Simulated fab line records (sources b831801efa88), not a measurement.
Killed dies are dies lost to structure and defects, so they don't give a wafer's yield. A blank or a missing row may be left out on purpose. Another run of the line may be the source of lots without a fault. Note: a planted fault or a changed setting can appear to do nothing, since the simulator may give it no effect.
What tool caused it?    flow sky130    7 lots (21 wafers sampled), 1 step of a 708-step route

WHAT EACH GAUGE READ, for each wafer
SKY_FIELD_ISO_CD_MEAS_13: the cd target is 150 nm.
lot   measured     on         cd-nm (nm)
L996  day 2 12:12  cd-sem-01  150.1 150.4 151.9
L101  day 3 12:19  cd-sem-02  149.3 146.4 148.7
L103  day 3 23:33  cd-sem-01  147.8 150.0 148.2
L108  day 5 01:21  cd-sem-01  153.4 152.4 153.5
L110  day 5 14:26  cd-sem-02  149.5 149.7 149.2
L113  day 6 03:58  cd-sem-02  148.3 148.3 147.2
L115  day 6 14:16  cd-sem-01  151.2 151.0 151.6

WHICH TOOL RAN EACH LOT (tool, then ch and the chambers of the sampled wafers, then the start)
The record holds no process step before these readings.

THE ANSWER, worked out from the rows above alone
Rule: the usual values come from the lots themselves. Put in order of their means at a reading, lots are off if they are a third of the lots or fewer, leave a main group of 4 or more, and stand apart from it by a gap of 3 or more times the standard deviation of the main group's means; of several such gaps the widest counts. The tables above print the reading to a certain number of digits; a main group whose means all agree to those digits is not used. Also off: a lot with no number at a reading for which 4 or more lots have one. The other lots that the step has rows for count as sound.
No lot is off at any reading shown: from this, nothing can be told.

WHAT HAD BEEN PUT IN BY THE SIMULATOR
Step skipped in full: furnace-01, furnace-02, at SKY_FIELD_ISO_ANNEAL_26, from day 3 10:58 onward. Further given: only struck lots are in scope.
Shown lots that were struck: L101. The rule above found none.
